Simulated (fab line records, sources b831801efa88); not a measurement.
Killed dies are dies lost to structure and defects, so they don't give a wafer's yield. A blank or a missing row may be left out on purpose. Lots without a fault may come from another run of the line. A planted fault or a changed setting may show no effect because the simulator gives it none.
fab line records | flow sky130
record lots=13 wafers=39 last_day=50
route steps=708 shown FIELD_ISO@5 SONOS_ONO@168 LDD_HVN@274
lots that met no fault: from a run of the same line without faults
start_h: hours from the record's first day to the start of the lot's first wafer shown | wait_h: hours since the lot's step before | " the same as in the row above | L1.1+2: a row that stands for several wafers | - no value, or no start given | * or withheld: withheld | < > ~ a bound
route shown NAME@n: a module of which the file shows steps, and the number in the route of the first | usual: mean/standard deviation of fault-free wafers | same: alike in all rows | chamber/n: place in a boat | sites: the reading at each site | _std_site: their standard deviation | _edge_site: outer sites' mean less inner sites' | radius_mm: how far each site lies from the wafer's centre | mask NAME#n: copy n | behind: the tool/chamber that last shaped the wafer | hold: why the lot was held/for how many hours/how that ended | device: the transistor (n, p or np) that didn't switch | end of line: the same wafers' tests at the end of the route | a step without rows: its recipe alone | killed: dies lost to structure and defects at the first sort, not the wafer's yield | map: a wafer's dies, x killed, . not, _ none there
set.NAME: the setting as run; set.NAME@STEP: as run at that earlier step | model.NAME: the simulator's own value behind a step, which no gauge read
steps of the route over a sample of lots; a table a step, a row a wafer
services: from which hour (start_h, from the record's first day; less than 0 if before it) a tool's chamber was out of use, for how many hours, and why
## steps
# step SKY_FIELD_ISO_THK_MEAS_04
# recipe reads=Si3N4_of_FIELD_ISO_CVD_03
# usual FIELD_ISO_CVD_03_THK=166.5/1.6
# columns lot.wafer tool chamber start_h wait_h FIELD_ISO_CVD_03_THK[nm]
L442.2 film_metro-02 - 26.80 0.0 168.8
L442.4 " - " " 168.5
L442.6 " - " " 170.7
L444.2 film_metro-03 - 34.88 0.0 169.7
L444.4 " - " " 168.7
L444.6 " - " " 168.7
L445.2 film_metro-03 - 39.24 0.0 168.8
L445.4 " - " " 167.6
L445.5 " - " " 168.5
L447.1 film_metro-04 - 49.84 0.0 165.6
L447.3 " - " " 167.3
L447.4 " - " " 166.8
L448.1 film_metro-03 - 54.17 0.0 166.6
L448.2 " - " " 165.5
L448.5 " - " " 166.6
L451.1 film_metro-04 - 69.62 0.0 166.4
L451.4 " - " " 167.2
L451.5 " - " " 167.2
L452.2 film_metro-02 - 73.49 0.0 166.3
L452.5 " - " " 166.8
L452.6 " - " " 165.7
L453.3 film_metro-04 - 78.94 0.0 165.3
L453.5 " - " " 165.5
L453.6 " - " " 165.8
L458.1 film_metro-04 - 104.19 0.0 163.7
L458.3 " - " " 164.4
L458.4 " - " " 163.5
L459.2 film_metro-02 - 111.11 0.0 166.6
L459.3 " - " " 164.7
L459.4 " - " " 166.0
L461.1 film_metro-04 - 127.26 0.0 164.1
L461.2 " - " " 166.2
L461.4 " - " " 164.3
L462.1 film_metro-03 - 127.26 0.0 163.9
L462.3 " - " " 165.4
L462.5 " - " " 164.3
L463.1 film_metro-03 - 130.25 0.0 163.5
L463.4 " - " " 165.0
L463.6 " - " " 164.1
# step SKY_FIELD_ISO_CD_MEAS_13
# recipe target_cd_nm=150
# usual cd_nm=150.1/1.7
# columns lot.wafer tool chamber start_h wait_h cd_nm
L442.2 cd_sem-02 - 41.84 - 151.0
L442.4 " - " " 151.2
L442.6 " - " " 151.0
L444.2 cd_sem-01 - 50.19 - 151.7
L444.4 " - " " 152.5
L444.6 " - " " 152.8
L445.2 cd_sem-02 - 54.76 - 148.8
L445.4 " - " " 151.4
L445.5 " - " " 148.8
L447.1 cd_sem-01 - 65.74 - 151.9
L447.3 " - " " 151.9
L447.4 " - " " 152.7
L448.1 cd_sem-01 - 69.59 - 151.1
L448.2 " - " " 151.2
L448.5 " - " " 150.8
L451.1 cd_sem-02 - 87.07 - 149.2
L451.4 " - " " 148.9
L451.5 " - " " 147.8
L452.2 cd_sem-01 - 90.26 - 150.5
L452.5 " - " " 151.7
L452.6 " - " " 151.2
L453.3 cd_sem-01 - 96.53 - 148.0
L453.5 " - " " 148.5
L453.6 " - " " 150.0
L458.1 cd_sem-01 - 122.24 - 150.3
L458.3 " - " " 150.6
L458.4 " - " " 151.7
L459.2 cd_sem-02 - 128.91 - 151.7
L459.3 " - " " 150.7
L459.4 " - " " 152.1
L461.1 cd_sem-01 - 146.18 - 149.9
L461.2 " - " " 150.9
L461.4 " - " " 150.9
L462.1 cd_sem-01 - 147.19 - 149.2
L462.3 " - " " 149.1
L462.5 " - " " 149.2
L463.1 cd_sem-01 - 148.88 - 149.0
L463.4 " - " " 148.1
L463.6 " - " " 150.4
# step SKY_SONOS_ONO_OXIDATION_00
# recipe temp_c=800 ambient=O2 idle_temp_c=700 ramp_up_c_per_min=10 ramp_down_c_per_min=3 stabilise_s=600 purge_s=300 target_thk_a=26 ox_time_s=1249
# usual spike_tc_centre_C=800.3/0.86 spike_tc_lower_C=800.7/1.1 spike_tc_top_C=810.7/2.6 spike_tc_upper_C=798.6/1.2 zone_power_centre_pct=14.2/0.83
# columns lot.wafer tool chamber start_h wait_h spike_tc_centre_C spike_tc_lower_C spike_tc_top_C spike_tc_upper_C zone_power_centre_pct
L442.2 furnace-01 0 264.41 0.3 801.2 802.4 812.7 799.4 13.4
L442.4 " 0 " " 801.5 799.4 813.1 799.5 13.3
L442.6 " 0 " " 800.2 801.0 813.3 798.0 13.4
L444.2 furnace-01 0 280.20 3.8 801.1 801.3 812.2 798.4 13.4
L444.4 " 0 " " 800.6 800.6 812.9 801.5 13.3
L444.6 " 0 " " 800.3 801.3 811.9 796.7 13.6
L445.2 furnace-01 0 280.20 0.1 801.4 800.8 816.5 798.4 13.3
L445.4 " 0 " " 800.7 801.6 812.5 798.3 13.5
L445.5 " 0 " " 800.5 801.9 813.9 800.6 13.4
L447.1 furnace-01 0 302.53 2.1 800.7 799.6 813.1 799.4 13.4
L447.3 " 0 " " 800.7 801.2 812.4 799.7 13.5
L447.4 " 0 " " 799.9 801.1 811.9 799.3 13.4
L448.1 furnace-01 0 305.13 1.1 800.9 802.0 812.2 800.2 13.5
L448.2 " 0 " " 799.1 798.9 813.4 798.3 13.5
L448.5 " 0 " " 800.5 801.8 813.5 799.2 13.5
L451.1 furnace-01 0 334.53 0.0 808.6 809.0 820.2 807.8 13.6
L451.4 " 0 " " 808.4 811.1 822.5 806.8 13.9
L451.5 " 0 " " 808.0 809.9 818.7 808.3 13.4
L452.2 furnace-01 0 343.09 2.1 807.4 808.3 820.1 806.6 13.7
L452.5 " 0 " " 810.7 808.7 820.0 806.3 13.6
L452.6 " 0 " " 808.2 809.6 822.0 807.9 13.6
L453.3 furnace-02 0 348.26 0.8 798.9 800.7 807.0 797.3 15.2
L453.5 " 0 " " 801.3 800.0 809.7 797.4 15.0
L453.6 " 0 " " 797.6 800.4 810.3 796.7 15.1
L458.1 furnace-02 0 388.58 1.0 799.1 798.3 806.2 796.7 15.1
L458.3 " 0 " " 799.2 800.0 808.6 798.6 15.1
L458.4 " 0 " " 802.1 799.6 807.5 796.8 15.0
L459.2 furnace-02 0 394.57 0.0 800.7 802.0 810.1 797.9 15.2
L459.3 " 0 " " 800.2 800.0 810.6 797.9 15.0
L459.4 " 0 " " 799.3 800.5 807.8 799.7 15.0
L462.1 furnace-01 0 423.14 0.0 799.2 800.0 812.5 798.9 13.5
L462.3 " 0 " " 800.9 801.6 812.3 799.8 13.3
L462.5 " 0 " " 801.1 800.5 811.4 799.2 13.4
L461.1 furnace-02 0 424.01 0.6 801.4 798.4 807.8 797.2 14.9
L461.2 " 0 " " 799.8 800.3 807.9 797.6 15.0
L461.4 " 0 " " 799.5 801.0 807.5 798.4 15.1
L463.1 furnace-01 0 436.54 0.0 800.1 800.4 813.6 800.0 13.5
L463.4 " 0 " " 800.6 801.6 812.3 798.5 13.4
L463.6 " 0 " " 801.1 801.4 813.5 798.9 13.5
# step SKY_SONOS_ONO_THK_MEAS_01
# recipe reads=SiO2_of_SONOS_ONO_OXIDATION_00
# usual SONOS_ONO_OXIDATION_THK=2.59/0.056
# columns lot.wafer tool chamber start_h wait_h SONOS_ONO_OXIDATION_THK[nm]
L442.2 film_metro-03 - 265.77 0.0 2.64
L442.4 " - " " 2.57
L442.6 " - " " 2.62
L444.2 film_metro-04 - 281.56 0.0 2.52
L444.4 " - " " 2.53
L444.6 " - " " 2.51
L445.2 film_metro-03 - 281.56 0.0 2.48
L445.4 " - " " 2.51
L445.5 " - " " 2.49
L447.1 film_metro-04 - 303.88 0.0 2.60
L447.3 " - " " 2.60
L447.4 " - " " 2.64
L448.1 film_metro-03 - 306.47 0.0 2.67
L448.2 " - " " 2.65
L448.5 " - " " 2.56
L451.1 film_metro-04 - 335.88 0.0 2.96
L451.4 " - " " 2.91
L451.5 " - " " 2.91
L452.2 film_metro-04 - 344.45 0.0 2.92
L452.5 " - " " 2.80
L452.6 " - " " 2.91
L453.3 film_metro-04 - 349.63 0.0 2.59
L453.5 " - " " 2.58
L453.6 " - " " 2.57
L458.1 film_metro-04 - 389.93 0.0 2.52
L458.3 " - " " 2.58
L458.4 " - " " 2.60
L459.2 film_metro-03 - 395.93 0.0 2.62
L459.3 " - " " 2.57
L459.4 " - " " 2.55
L462.1 film_metro-04 - 424.49 0.0 2.69
L462.3 " - " " 2.61
L462.5 " - " " 2.61
L461.1 film_metro-04 - 425.36 0.0 2.53
L461.2 " - " " 2.53
L461.4 " - " " 2.56
L463.1 film_metro-02 - 437.88 0.0 2.50
L463.4 " - " " 2.48
L463.6 " - " " 2.57
# step SKY_LDD_HVN_OVL_MEAS_07
# usual LDD_HVN_OVL=-0.5/1.7
# columns lot.wafer tool chamber start_h wait_h LDD_HVN_OVL[nm]
L442.2 overlay-02 - 479.10 0.1 0.2
L442.4 " - " " 0.3
L442.6 " - " " 0.4
L445.2 overlay-01 - 494.85 0.1 1.3
L445.4 " - " " 1.8
L445.5 " - " " 2.2
L444.2 overlay-01 - 499.52 0.1 -0.3
L444.4 " - " " -1.4
L444.6 " - " " -2.5
L447.1 overlay-02 - 526.24 0.1 0.5
L447.3 " - " " -0.3
L447.4 " - " " -0.8
L448.1 overlay-02 - 528.68 0.1 0.5
L448.2 " - " " 0.7
L448.5 " - " " -0.7
L451.1 overlay-02 - 559.43 0.1 0.2
L451.4 " - " " -1.0
L451.5 " - " " 0.2
L452.2 overlay-02 - 568.32 0.1 -0.8
L452.5 " - " " -1.6
L452.6 " - " " -2.1
L453.3 overlay-01 - 572.85 0.1 -0.3
L453.5 " - " " -0.1
L453.6 " - " " -0.7
L458.1 overlay-01 - 612.63 0.1 3.6
L458.3 " - " " 2.2
L458.4 " - " " 1.3
L459.2 overlay-02 - 619.45 0.1 -0.8
L459.3 " - " " -0.6
L459.4 " - " " -1.1
L462.1 overlay-01 - 645.12 0.1 4.0
L462.3 " - " " 1.0
L462.5 " - " " 3.1
L461.1 overlay-02 - 647.22 0.1 -3.3
L461.2 " - " " -3.5
L461.4 " - " " -1.8
L463.1 overlay-02 - 660.88 0.1 -2.0
L463.4 " - " " -3.5
L463.6 " - " " -2.6
## services
# columns tool chamber start_h hours kind
furnace-01 - 253.32 4.2 pm
furnace-01 - 283.35 1.2 repair
## key
first_sign step=SKY_SONOS_ONO_OXIDATION_00 reading=spike_tc_centre_C direction=up sigmas=9.5 usual=800.3 struck=808.5
effect step=SKY_SONOS_ONO_OXIDATION_00 reading=spike_tc_lower_C direction=up sigmas=7.9 usual=800.7 struck=809.4
effect step=SKY_SONOS_ONO_THK_MEAS_01 reading=SONOS_ONO_OXIDATION_THK direction=up sigmas=5.5 usual=2.59 struck=2.90
met_at SKY_SONOS_ONO_OXIDATION_00
struck_lots L451,L452
tester_left_out L451,L452
not_acting_at SKY_FIELD_ISO_THK_MEAS_04,SKY_FIELD_ISO_CD_MEAS_13,SKY_LDD_HVN_OVL_MEAS_07
onset_between 305.13 334.53
fault kind=process_parameter_drift tool=furnace-01 chamber=- onset_h=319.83 steps=SKY_SONOS_ONO_OXIDATION_00 channel=temp_c offset=* shape=step end_h=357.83 acts_in=* stated=*
# tester_left_out: of these lots the tester's yield and bins aren't shown, on N5 and GAA mostly nor the transistor test; their killed dies are dies lost to structure and defects alone, not to doping, threshold or leakage, so they don't give the yield
